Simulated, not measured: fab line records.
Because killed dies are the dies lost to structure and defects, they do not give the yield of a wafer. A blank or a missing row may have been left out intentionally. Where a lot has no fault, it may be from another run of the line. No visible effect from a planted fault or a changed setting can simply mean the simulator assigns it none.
The tool behind it: which one? / flow gf180mcu / Sampling: 24 lots, 72 wafers, 6 of 602 route steps

## WHAT THE GAUGES SHOWED, per wafer
GF_V4_OVL_MEAS_15.
lot=L074; measured=day 24 11:18; on=overlay-02; V4_OVL (nm)=7 6 16
lot=L075; measured=day 24 15:50; on=overlay-02; V4_OVL (nm)=-1 -2 1
lot=L076; measured=day 25 14:26; on=overlay-02; V4_OVL (nm)=-4 -6 -2
lot=L077; measured=day 26 04:20; on=overlay-01; V4_OVL (nm)=0 7 2
lot=L078; measured=day 26 06:17; on=overlay-01; V4_OVL (nm)=12 9 10
lot=L079; measured=day 26 09:50; on=overlay-02; V4_OVL (nm)=0 2 -1
lot=L080; measured=day 26 10:40; on=overlay-01; V4_OVL (nm)=2 1 2
lot=L081; measured=day 27 05:41; on=overlay-02; V4_OVL (nm)=-4 -4 5
lot=L082; measured=day 27 10:59; on=overlay-01; V4_OVL (nm)=3 5 10
lot=L083; measured=day 28 01:29; on=overlay-02; V4_OVL (nm)=1 5 4
lot=L084; measured=day 28 03:20; on=overlay-01; V4_OVL (nm)=3 -1 5
lot=L085; measured=day 28 03:58; on=overlay-02; V4_OVL (nm)=6 8 6
lot=L086; measured=day 28 06:53; on=overlay-02; V4_OVL (nm)=3 2 2
lot=L087; measured=day 28 22:47; on=overlay-01; V4_OVL (nm)=8 5 4
lot=L088; measured=day 29 03:13; on=overlay-01; V4_OVL (nm)=1 3 0
lot=L089; measured=day 29 05:56; on=overlay-01; V4_OVL (nm)=4 -3 -2
lot=L090; measured=day 29 19:59; on=overlay-02; V4_OVL (nm)=6 6 5
lot=L092; measured=day 30 10:50; on=overlay-01; V4_OVL (nm)=8 12 6
lot=L091; measured=day 30 15:32; on=overlay-02; V4_OVL (nm)=5 1 4
lot=L093; measured=day 30 16:44; on=overlay-02; V4_OVL (nm)=0 -1 5
lot=L094; measured=day 30 19:29; on=overlay-02; V4_OVL (nm)=-8 3 1
lot=L095; measured=day 30 22:20; on=overlay-01; V4_OVL (nm)=2 -4 -1
lot=L096; measured=day 30 22:53; on=overlay-01; V4_OVL (nm)=7 -2 4
lot=L097; measured=day 31 15:07; on=overlay-01; V4_OVL (nm)=2 -4 -4

GF_V4_RS_MEAS_24: uses a four-point probe to measure.
lot=L074; measured=day 24 12:41; on=film metro-03; V4_W_RS (ohm/sq)=0.324 0.322 0.325
lot=L075; measured=day 24 16:46; on=film metro-04; V4_W_RS (ohm/sq)=0.327 0.325 0.323
lot=L076; measured=day 25 15:20; on=film metro-03; V4_W_RS (ohm/sq)=0.327 0.326 0.327
lot=L077; measured=day 26 05:15; on=film metro-01; V4_W_RS (ohm/sq)=0.322 0.325 0.322
lot=L078; measured=day 26 07:13; on=film metro-01; V4_W_RS (ohm/sq)=0.326 0.328 0.326
lot=L079; measured=day 26 10:46; on=film metro-04; V4_W_RS (ohm/sq)=0.335 0.332 0.331
lot=L080; measured=day 26 11:35; on=film metro-03; V4_W_RS (ohm/sq)=0.321 0.328 0.323
lot=L081; measured=day 27 06:39; on=film metro-03; V4_W_RS (ohm/sq)=0.330 0.326 0.324
lot=L082; measured=day 27 11:57; on=film metro-04; V4_W_RS (ohm/sq)=0.331 0.329 0.326
lot=L083; measured=day 28 02:23; on=film metro-01; V4_W_RS (ohm/sq)=0.328 0.326 0.328
lot=L084; measured=day 28 04:18; on=film metro-01; V4_W_RS (ohm/sq)=0.322 0.321 0.320
lot=L085; measured=day 28 04:56; on=film metro-01; V4_W_RS (ohm/sq)=0.326 0.326 0.324
lot=L086; measured=day 28 07:47; on=film metro-03; V4_W_RS (ohm/sq)=0.327 0.324 0.324
lot=L087; measured=day 28 23:45; on=film metro-01; V4_W_RS (ohm/sq)=0.326 0.324 0.328
lot=L088; measured=day 29 04:08; on=film metro-04; V4_W_RS (ohm/sq)=0.326 0.325 0.328
lot=L089; measured=day 29 06:55; on=film metro-01; V4_W_RS (ohm/sq)=0.335 0.331 0.337
lot=L090; measured=day 29 20:58; on=film metro-04; V4_W_RS (ohm/sq)=0.329 0.331 0.327
lot=L092; measured=day 30 11:44; on=film metro-03; V4_W_RS (ohm/sq)=0.321 0.320 0.319
lot=L091; measured=day 30 16:28; on=film metro-03; V4_W_RS (ohm/sq)=0.326 0.327 0.325
lot=L093; measured=day 30 17:38; on=film metro-03; V4_W_RS (ohm/sq)=0.328 0.328 0.325
lot=L094; measured=day 30 20:25; on=film metro-04; V4_W_RS (ohm/sq)=0.327 0.326 0.327
lot=L095; measured=day 30 23:18; on=film metro-01; V4_W_RS (ohm/sq)=0.325 0.323 0.323
lot=L096; measured=day 30 23:49; on=film metro-01; V4_W_RS (ohm/sq)=0.326 0.327 0.325
lot=L097; measured=day 31 16:02; on=film metro-04; V4_W_RS (ohm/sq)=0.323 0.326 0.329

GF_TOP_METAL_RS_MEAS_05: uses a four-point probe to measure.
lot=L074; measured=day 27 08:47; on=film metro-01; TOP_METAL_ALCU_RS (ohm/sq)=0.0325 0.0326 0.0327
lot=L075; measured=day 27 12:00; on=film metro-02; TOP_METAL_ALCU_RS (ohm/sq)=0.0329 0.0332 0.0329
lot=L076; measured=day 28 08:50; on=film metro-01; TOP_METAL_ALCU_RS (ohm/sq)=0.0318 0.0322 0.0323
lot=L077; measured=day 28 21:43; on=film metro-02; TOP_METAL_ALCU_RS (ohm/sq)=0.0326 0.0326 0.0330
lot=L078; measured=day 29 00:22; on=film metro-02; TOP_METAL_ALCU_RS (ohm/sq)=0.0327 0.0327 0.0326
lot=L079; measured=day 29 03:16; on=film metro-02; TOP_METAL_ALCU_RS (ohm/sq)=0.0327 0.0328 0.0325
lot=L080; measured=day 29 03:36; on=film metro-03; TOP_METAL_ALCU_RS (ohm/sq)=0.0329 0.0326 0.0327
lot=L081; measured=day 29 22:33; on=film metro-03; TOP_METAL_ALCU_RS (ohm/sq)=0.0336 0.0338 0.0335
lot=L082; measured=day 30 03:13; on=film metro-02; TOP_METAL_ALCU_RS (ohm/sq)=0.0325 0.0329 0.0327
lot=L083; measured=day 30 15:52; on=film metro-03; TOP_METAL_ALCU_RS (ohm/sq)=0.0324 0.0326 0.0326
lot=L084; measured=day 30 18:00; on=film metro-03; TOP_METAL_ALCU_RS (ohm/sq)=0.0326 0.0330 0.0327
lot=L085; measured=day 30 18:56; on=film metro-03; TOP_METAL_ALCU_RS (ohm/sq)=0.0327 0.0326 0.0324
lot=L086; measured=day 30 22:12; on=film metro-02; TOP_METAL_ALCU_RS (ohm/sq)=0.0329 0.0330 0.0330
lot=L087; measured=day 31 11:26; on=film metro-01; TOP_METAL_ALCU_RS (ohm/sq)=0.0331 0.0330 0.0330
lot=L088; measured=day 31 15:53; on=film metro-03; TOP_METAL_ALCU_RS (ohm/sq)=0.0325 0.0329 0.0328
lot=L089; measured=day 31 18:21; on=film metro-03; TOP_METAL_ALCU_RS (ohm/sq)=0.0325 0.0325 0.0327
lot=L090; measured=day 32 07:33; on=film metro-01; TOP_METAL_ALCU_RS (ohm/sq)=0.0328 0.0330 0.0327
lot=L092; measured=day 32 18:54; on=film metro-01; TOP_METAL_ALCU_RS (ohm/sq)=0.0329 0.0328 0.0331
lot=L091; measured=day 33 00:54; on=film metro-02; TOP_METAL_ALCU_RS (ohm/sq)=0.0328 0.0334 0.0332
lot=L093; measured=day 33 01:26; on=film metro-02; TOP_METAL_ALCU_RS (ohm/sq)=0.0325 0.0330 0.0328
lot=L094; measured=day 33 04:19; on=film metro-02; TOP_METAL_ALCU_RS (ohm/sq)=0.0329 0.0326 0.0334
lot=L095; measured=day 33 07:23; on=film metro-02; TOP_METAL_ALCU_RS (ohm/sq)=0.0326 0.0328 0.0326
lot=L096; measured=day 33 11:49; on=film metro-02; TOP_METAL_ALCU_RS (ohm/sq)=0.0331 0.0331 0.0330
lot=L097; measured=day 33 21:01; on=film metro-01; TOP_METAL_ALCU_RS (ohm/sq)=0.0333 0.0330 0.0331

GF_PASSIVATION_THK_MEAS_03.
lot=L074; measured=day 28 05:29; on=film metro-04; PASSIVATION_CVD_02_THK (nm)=692 697 694
lot=L075; measured=day 28 09:03; on=film metro-03; PASSIVATION_CVD_02_THK (nm)=678 698 695
lot=L076; measured=day 29 05:37; on=film metro-04; PASSIVATION_CVD_02_THK (nm)=685 706 696
lot=L077; measured=day 29 18:43; on=film metro-01; PASSIVATION_CVD_02_THK (nm)=693 709 709
lot=L078; measured=day 29 20:28; on=film metro-01; PASSIVATION_CVD_02_THK (nm)=698 691 705
lot=L079; measured=day 29 23:40; on=film metro-01; PASSIVATION_CVD_02_THK (nm)=691 696 703
lot=L080; measured=day 29 23:35; on=film metro-04; PASSIVATION_CVD_02_THK (nm)=699 695 693
lot=L081; measured=day 30 19:07; on=film metro-01; PASSIVATION_CVD_02_THK (nm)=702 703 710
lot=L082; measured=day 30 23:47; on=film metro-04; PASSIVATION_CVD_02_THK (nm)=712 706 715
lot=L083; measured=day 31 11:10; on=film metro-04; PASSIVATION_CVD_02_THK (nm)=696 702 712
lot=L084; measured=day 31 13:19; on=film metro-03; PASSIVATION_CVD_02_THK (nm)=691 698 691
lot=L085; measured=day 31 13:32; on=film metro-01; PASSIVATION_CVD_02_THK (nm)=684 695 708
lot=L086; measured=day 31 17:12; on=film metro-04; PASSIVATION_CVD_02_THK (nm)=707 700 717
lot=L087; measured=day 32 05:50; on=film metro-04; PASSIVATION_CVD_02_THK (nm)=700 711 715
lot=L088; measured=day 32 10:56; on=film metro-01; PASSIVATION_CVD_02_THK (nm)=699 693 706
lot=L089; measured=day 32 13:13; on=film metro-03; PASSIVATION_CVD_02_THK (nm)=703 700 701
lot=L090; measured=day 33 00:52; on=film metro-03; PASSIVATION_CVD_02_THK (nm)=693 708 703
lot=L092; measured=day 33 12:17; on=film metro-01; PASSIVATION_CVD_02_THK (nm)=691 705 699
lot=L091; measured=day 33 17:03; on=film metro-04; PASSIVATION_CVD_02_THK (nm)=690 702 700
lot=L093; measured=day 33 17:47; on=film metro-04; PASSIVATION_CVD_02_THK (nm)=689 688 688
lot=L094; measured=day 33 21:23; on=film metro-01; PASSIVATION_CVD_02_THK (nm)=692 711 710
lot=L095; measured=day 34 00:38; on=film metro-01; PASSIVATION_CVD_02_THK (nm)=695 704 705
lot=L096; measured=day 34 04:38; on=film metro-01; PASSIVATION_CVD_02_THK (nm)=703 704 706
lot=L097; measured=day 34 13:32; on=film metro-04; PASSIVATION_CVD_02_THK (nm)=704 692 706

## TOOL THAT RAN EACH LOT (tool first, then ch and the chambers of the sampled wafers, then the start)
lot=L074; GF_MIM_SPUTTER_08=pvd sputter-02, day 24 13:28; GF_PASSIVATION_CVD_02=pecvd-02 ch 0,1,2, day 28 05:19
lot=L075; GF_MIM_SPUTTER_08=pvd sputter-03, day 24 17:34; GF_PASSIVATION_CVD_02=pecvd-02 ch 0,1,2, day 28 08:44
lot=L076; GF_MIM_SPUTTER_08=pvd sputter-03, day 25 16:11; GF_PASSIVATION_CVD_02=pecvd-03 ch 0,1,2, day 29 05:20
lot=L077; GF_MIM_SPUTTER_08=pvd sputter-03, day 26 06:05; GF_PASSIVATION_CVD_02=pecvd-01 ch 2, day 29 18:17
lot=L078; GF_MIM_SPUTTER_08=pvd sputter-02, day 26 08:02; GF_PASSIVATION_CVD_02=pecvd-02 ch 0,1,2, day 29 20:11
lot=L079; GF_MIM_SPUTTER_08=pvd sputter-01, day 26 11:35; GF_PASSIVATION_CVD_02=pecvd-02 ch 1,2, day 29 23:22
lot=L080; GF_MIM_SPUTTER_08=pvd sputter-01, day 26 12:31; GF_PASSIVATION_CVD_02=pecvd-01 ch 0,1,2, day 29 23:17
lot=L081; GF_MIM_SPUTTER_08=pvd sputter-03, day 27 07:31; GF_PASSIVATION_CVD_02=pecvd-01 ch 0,1, day 30 18:41
lot=L082; GF_MIM_SPUTTER_08=pvd sputter-02, day 27 12:44; GF_PASSIVATION_CVD_02=pecvd-02 ch 0,1,2, day 30 23:37
lot=L083; GF_MIM_SPUTTER_08=pvd sputter-01, day 28 03:14; GF_PASSIVATION_CVD_02=pecvd-02 ch 0,1, day 31 10:53
lot=L084; GF_MIM_SPUTTER_08=pvd sputter-02, day 28 05:06; GF_PASSIVATION_CVD_02=pecvd-01 ch 1,2, day 31 13:01
lot=L085; GF_MIM_SPUTTER_08=pvd sputter-03, day 28 05:47; GF_PASSIVATION_CVD_02=pecvd-02 ch 0,2, day 31 13:14
lot=L086; GF_MIM_SPUTTER_08=pvd sputter-02, day 28 08:38; GF_PASSIVATION_CVD_02=pecvd-01 ch 0,1,2, day 31 16:52
lot=L087; GF_MIM_SPUTTER_08=pvd sputter-03, day 29 00:34; GF_PASSIVATION_CVD_02=pecvd-02 ch 1,2, day 32 05:32
lot=L088; GF_MIM_SPUTTER_08=pvd sputter-02, day 29 04:58; GF_PASSIVATION_CVD_02=pecvd-02 ch 0,1, day 32 10:40
lot=L089; GF_MIM_SPUTTER_08=pvd sputter-03, day 29 07:46; GF_PASSIVATION_CVD_02=pecvd-01 ch 0,1,2, day 32 12:56
lot=L090; GF_MIM_SPUTTER_08=pvd sputter-03, day 29 21:46; GF_PASSIVATION_CVD_02=pecvd-03 ch 0,1, day 33 00:34
lot=L092; GF_MIM_SPUTTER_08=pvd sputter-03, day 30 12:35; GF_PASSIVATION_CVD_02=pecvd-02 ch 0,1, day 33 12:00
lot=L091; GF_MIM_SPUTTER_08=pvd sputter-02, day 30 17:17; GF_PASSIVATION_CVD_02=pecvd-02 ch 1,2, day 33 16:46
lot=L093; GF_MIM_SPUTTER_08=pvd sputter-02, day 30 18:29; GF_PASSIVATION_CVD_02=pecvd-01 ch 0,1,2, day 33 17:30
lot=L094; GF_MIM_SPUTTER_08=pvd sputter-03, day 30 21:14; GF_PASSIVATION_CVD_02=pecvd-02 ch 0,1, day 33 21:05
lot=L095; GF_MIM_SPUTTER_08=pvd sputter-01, day 31 00:08; GF_PASSIVATION_CVD_02=pecvd-03 ch 1,2, day 34 00:11
lot=L096; GF_MIM_SPUTTER_08=pvd sputter-03, day 31 00:40; GF_PASSIVATION_CVD_02=pecvd-01 ch 0,1,2, day 34 04:21
lot=L097; GF_MIM_SPUTTER_08=pvd sputter-03, day 31 16:52; GF_PASSIVATION_CVD_02=pecvd-03 ch 0,2, day 34 13:15
- GF_MIM_SPUTTER_08: material AlCu, target thk 200 nm, time 10.6 s.
- GF_PASSIVATION_CVD_02: deposits Si3N4, target thk 700 nm, time 486.18 s.

## WHAT THE TOOLS THEMSELVES READ (means of the sampled wafers that have a number; where no wafer has one, the mark that the record gives instead)
GF_MIM_SPUTTER_08.
lot=L074; tool=pvd sputter-02; chamber pressure pa (Pa)=0.4001; throttle valve pct (%)=30.6
lot=L075; tool=pvd sputter-03; chamber pressure pa (Pa)=0.3996; throttle valve pct (%)=28.4
lot=L076; tool=pvd sputter-03; chamber pressure pa (Pa)=0.3997; throttle valve pct (%)=29.6
lot=L077; tool=pvd sputter-03; chamber pressure pa (Pa)=0.4000; throttle valve pct (%)=29.1
lot=L078; tool=pvd sputter-02; chamber pressure pa (Pa)=0.4004; throttle valve pct (%)=31.5
lot=L079; tool=pvd sputter-01; chamber pressure pa (Pa)=0.3991; throttle valve pct (%)=29.5
lot=L080; tool=pvd sputter-01; chamber pressure pa (Pa)=0.4004; throttle valve pct (%)=29.8
lot=L081; tool=pvd sputter-03; chamber pressure pa (Pa)=0.4003; throttle valve pct (%)=30.2
lot=L082; tool=pvd sputter-02; chamber pressure pa (Pa)=0.4000; throttle valve pct (%)=31.1
lot=L083; tool=pvd sputter-01; chamber pressure pa (Pa)=0.4001; throttle valve pct (%)=29.6
lot=L084; tool=pvd sputter-02; chamber pressure pa (Pa)=0.3992; throttle valve pct (%)=30.0
lot=L085; tool=pvd sputter-03; chamber pressure pa (Pa)=0.3996; throttle valve pct (%)=30.2
lot=L086; tool=pvd sputter-02; chamber pressure pa (Pa)=0.3997; throttle valve pct (%)=30.3
lot=L087; tool=pvd sputter-03; chamber pressure pa (Pa)=0.4011; throttle valve pct (%)=29.1
lot=L088; tool=pvd sputter-02; chamber pressure pa (Pa)=0.3998; throttle valve pct (%)=30.0
lot=L089; tool=pvd sputter-03; chamber pressure pa (Pa)=0.3996; throttle valve pct (%)=29.1
lot=L090; tool=pvd sputter-03; chamber pressure pa (Pa)=0.3998; throttle valve pct (%)=30.0
lot=L092; tool=pvd sputter-03; chamber pressure pa (Pa)=0.3999; throttle valve pct (%)=29.4
lot=L091; tool=pvd sputter-02; chamber pressure pa (Pa)=0.3994; throttle valve pct (%)=31.9
lot=L093; tool=pvd sputter-02; chamber pressure pa (Pa)=0.4001; throttle valve pct (%)=30.6
lot=L094; tool=pvd sputter-03; chamber pressure pa (Pa)=0.4002; throttle valve pct (%)=30.7
lot=L095; tool=pvd sputter-01; chamber pressure pa (Pa)=0.4001; throttle valve pct (%)=28.7
lot=L096; tool=pvd sputter-03; chamber pressure pa (Pa)=0.4004; throttle valve pct (%)=29.1
lot=L097; tool=pvd sputter-03; chamber pressure pa (Pa)=0.3999; throttle valve pct (%)=30.0

GF_PASSIVATION_CVD_02.
lot=L074; tool=pecvd-02; heater power outer w (W)=381; heater power w (W)=735
lot=L075; tool=pecvd-02; heater power outer w (W)=332; heater power w (W)=678
lot=L076; tool=pecvd-03; heater power outer w (W)=462; heater power w (W)=748
lot=L077; tool=pecvd-01; heater power outer w (W)=342; heater power w (W)=651
lot=L078; tool=pecvd-02; heater power outer w (W)=396; heater power w (W)=744
lot=L079; tool=pecvd-02; heater power outer w (W)=397; heater power w (W)=747
lot=L080; tool=pecvd-01; heater power outer w (W)=423; heater power w (W)=733
lot=L081; tool=pecvd-01; heater power outer w (W)=450; heater power w (W)=756
lot=L082; tool=pecvd-02; heater power outer w (W)=400; heater power w (W)=775
lot=L083; tool=pecvd-02; heater power outer w (W)=385; heater power w (W)=739
lot=L084; tool=pecvd-01; heater power outer w (W)=428; heater power w (W)=769
lot=L085; tool=pecvd-02; heater power outer w (W)=378; heater power w (W)=728
lot=L086; tool=pecvd-01; heater power outer w (W)=389; heater power w (W)=697
lot=L087; tool=pecvd-02; heater power outer w (W)=412; heater power w (W)=783
lot=L088; tool=pecvd-02; heater power outer w (W)=362; heater power w (W)=696
lot=L089; tool=pecvd-01; heater power outer w (W)=387; heater power w (W)=700
lot=L090; tool=pecvd-03; heater power outer w (W)=495; heater power w (W)=765
lot=L092; tool=pecvd-02; heater power outer w (W)=319; heater power w (W)=646
lot=L091; tool=pecvd-02; heater power outer w (W)=376; heater power w (W)=725
lot=L093; tool=pecvd-01; heater power outer w (W)=390; heater power w (W)=686
lot=L094; tool=pecvd-02; heater power outer w (W)=339; heater power w (W)=667
lot=L095; tool=pecvd-03; heater power outer w (W)=474; heater power w (W)=752
lot=L096; tool=pecvd-01; heater power outer w (W)=422; heater power w (W)=743
lot=L097; tool=pecvd-03; heater power outer w (W)=414; heater power w (W)=724

## THE ANSWER, worked out from the rows above alone
Rule: what is usual is taken from the lots themselves. Put in order of their means at a reading, lots are off if they are a third of the lots or fewer, leave a main group of 4 or more, and stand apart from it by a gap of 3 or more times the standard deviation of the main group's means; of several such gaps the widest counts. A main group is skipped when, at the precision printed for the reading in the tables above, its means are all equal. Also off: a lot with no number at a reading for which 4 or more lots have one. All remaining lots with rows at the step are treated as sound. After the gauges, taken in route order, come the tools' own readings; for these a lot's mean is taken, as printed above. The first step at which some lot is off is used, and at that step the reading that is off furthest; a lot without a number counts as furthest.
No lot is off on any of the readings shown, so nothing can be concluded from this.

## WHAT THE SIMULATOR HAD INSERTED
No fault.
